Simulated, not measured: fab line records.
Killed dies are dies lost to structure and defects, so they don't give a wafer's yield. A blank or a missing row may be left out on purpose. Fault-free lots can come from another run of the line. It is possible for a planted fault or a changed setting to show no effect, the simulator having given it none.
Matching of chambers / flow sky130 / SKY_VIA2_CMP_24 on cmp-02: 4 sister chambers
The step polishes, stops on SiO2, t overpolish 20 s, target thk 0 nm. 27 wafers are shown with their chamber, then 12 later ones without.

== WAFERS PAIRED WITH THEIR CHAMBERS ==
wafer=L074.1; chamber=3; motor_current_A (A)=11.3; time_to_endpoint_s (s)=104; overpolish_run_s (s)=20.001
wafer=L074.3; chamber=1; motor_current_A (A)=12.6; time_to_endpoint_s (s)=99; overpolish_run_s (s)=20.012
wafer=L074.6; chamber=0; motor_current_A (A)=10.8; time_to_endpoint_s (s)=105; overpolish_run_s (s)=20.002
wafer=L077.1; chamber=0; motor_current_A (A)=10.5; time_to_endpoint_s (s)=103; overpolish_run_s (s)=19.990
wafer=L077.4; chamber=3; motor_current_A (A)=11.5; time_to_endpoint_s (s)=101; overpolish_run_s (s)=19.989
wafer=L077.5; chamber=1; motor_current_A (A)=12.8; time_to_endpoint_s (s)=101; overpolish_run_s (s)=20.003
wafer=L078.2; chamber=0; motor_current_A (A)=10.7; time_to_endpoint_s (s)=105; overpolish_run_s (s)=19.995
wafer=L078.3; chamber=1; motor_current_A (A)=12.9; time_to_endpoint_s (s)=105; overpolish_run_s (s)=20.006
wafer=L078.5; chamber=2; motor_current_A (A)=10.5; time_to_endpoint_s (s)=106; overpolish_run_s (s)=20.009
wafer=L079.3; chamber=3; motor_current_A (A)=10.8; time_to_endpoint_s (s)=104; overpolish_run_s (s)=20.003
wafer=L079.4; chamber=1; motor_current_A (A)=12.4; time_to_endpoint_s (s)=99; overpolish_run_s (s)=19.997
wafer=L079.6; chamber=0; motor_current_A (A)=10.8; time_to_endpoint_s (s)=106; overpolish_run_s (s)=20.013
wafer=L080.1; chamber=0; motor_current_A (A)=10.5; time_to_endpoint_s (s)=105; overpolish_run_s (s)=19.994
wafer=L080.4; chamber=1; motor_current_A (A)=12.3; time_to_endpoint_s (s)=104; overpolish_run_s (s)=19.985
wafer=L080.5; chamber=0; motor_current_A (A)=10.9; time_to_endpoint_s (s)=105; overpolish_run_s (s)=20.017
wafer=L082.2; chamber=2; motor_current_A (A)=10.4; time_to_endpoint_s (s)=102; overpolish_run_s (s)=20.002
wafer=L082.3; chamber=3; motor_current_A (A)=11.2; time_to_endpoint_s (s)=111; overpolish_run_s (s)=20.001
wafer=L082.5; chamber=0; motor_current_A (A)=10.5; time_to_endpoint_s (s)=109; overpolish_run_s (s)=20.006
wafer=L083.2; chamber=0; motor_current_A (A)=10.4; time_to_endpoint_s (s)=104; overpolish_run_s (s)=20.006
wafer=L083.5; chamber=2; motor_current_A (A)=10.4; time_to_endpoint_s (s)=104; overpolish_run_s (s)=19.994
wafer=L083.6; chamber=1; motor_current_A (A)=12.6; time_to_endpoint_s (s)=102; overpolish_run_s (s)=20.000
wafer=L084.1; chamber=3; motor_current_A (A)=11.5; time_to_endpoint_s (s)=104; overpolish_run_s (s)=19.987
wafer=L084.2; chamber=0; motor_current_A (A)=10.7; time_to_endpoint_s (s)=108; overpolish_run_s (s)=19.998
wafer=L084.5; chamber=0; motor_current_A (A)=10.7; time_to_endpoint_s (s)=104; overpolish_run_s (s)=20.007
wafer=L084.3; chamber=1; motor_current_A (A)=12.7; time_to_endpoint_s (s)=105; overpolish_run_s (s)=19.997
wafer=L084.4; chamber=2; motor_current_A (A)=10.5; time_to_endpoint_s (s)=105; overpolish_run_s (s)=19.990
wafer=L084.6; chamber=3; motor_current_A (A)=10.8; time_to_endpoint_s (s)=103; overpolish_run_s (s)=20.000

SIGNATURES, as means of the wafers listed above
reading=motor_current_A; chamber 0=10.650; chamber 1=12.614; chamber 2=10.450; chamber 3=11.183; scatter within a chamber=0.212
reading=time_to_endpoint_s; chamber 0=105.40; chamber 1=102.14; chamber 2=104.25; chamber 3=104.50; scatter within a chamber=2.45
reading=overpolish_run_s; chamber 0=20.00280; chamber 1=20.00000; chamber 2=19.99875; chamber 3=19.99683; scatter within a chamber=0.00823
Rule: distance of a wafer from a chamber = root of the sum over the readings of ((wafer's reading minus chamber's mean) / reading's scatter) squared. The wafer belongs to the nearest chamber; if the next one is less than 2 further off, it can't be placed. How the scatter is found: for the shown wafers, subtract from each reading the mean of its chamber, square and add these, divide the total by (wafers less chambers), then take the root.

== WAFERS WITHOUT THEIR CHAMBER ==
wafer=L086.1; motor_current_A (A)=12.3; time_to_endpoint_s (s)=102; overpolish_run_s (s)=19.996
wafer=L086.2; motor_current_A (A)=10.4; time_to_endpoint_s (s)=101; overpolish_run_s (s)=19.988
wafer=L086.6; motor_current_A (A)=11.7; time_to_endpoint_s (s)=101; overpolish_run_s (s)=19.982
wafer=L092.3; motor_current_A (A)=10.6; time_to_endpoint_s (s)=104; overpolish_run_s (s)=20.018
wafer=L092.5; motor_current_A (A)=11.0; time_to_endpoint_s (s)=104; overpolish_run_s (s)=19.990
wafer=L092.6; motor_current_A (A)=10.7; time_to_endpoint_s (s)=102; overpolish_run_s (s)=20.000
wafer=L095.1; motor_current_A (A)=10.8; time_to_endpoint_s (s)=100; overpolish_run_s (s)=20.020
wafer=L095.2; motor_current_A (A)=10.9; time_to_endpoint_s (s)=103; overpolish_run_s (s)=19.979
wafer=L095.4; motor_current_A (A)=12.5; time_to_endpoint_s (s)=99; overpolish_run_s (s)=19.998
wafer=L095.3; motor_current_A (A)=10.0; time_to_endpoint_s (s)=102; overpolish_run_s (s)=19.995
wafer=L095.5; motor_current_A (A)=11.3; time_to_endpoint_s (s)=99; overpolish_run_s (s)=19.993
wafer=L095.6; motor_current_A (A)=11.8; time_to_endpoint_s (s)=100; overpolish_run_s (s)=20.001

== EACH ONE'S CHAMBER ==
wafer=L086.1; from the rows above=1; in truth=1
wafer=L086.2; from the rows above=can't be placed: 2 or 0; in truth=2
wafer=L086.6; from the rows above=can't be placed: 3 or 1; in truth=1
wafer=L092.3; from the rows above=can't be placed: 0 or 2 or 3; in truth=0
wafer=L092.5; from the rows above=can't be placed: 3 or 0 or 2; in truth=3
wafer=L092.6; from the rows above=can't be placed: 0 or 2 or 3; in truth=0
wafer=L095.1; from the rows above=can't be placed: 0 or 2 or 3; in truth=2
wafer=L095.2; from the rows above=can't be placed: 3 or 2 or 0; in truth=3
wafer=L095.4; from the rows above=1; in truth=1
wafer=L095.3; from the rows above=can't be placed: 2 or 0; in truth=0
wafer=L095.5; from the rows above=can't be placed: 3 or 0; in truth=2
wafer=L095.6; from the rows above=can't be placed: 3 or 1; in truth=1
Correct placement for 2 of the 12. These rows do not allow placing 10 (true chamber among the candidates in 9). 0 placed wrongly.
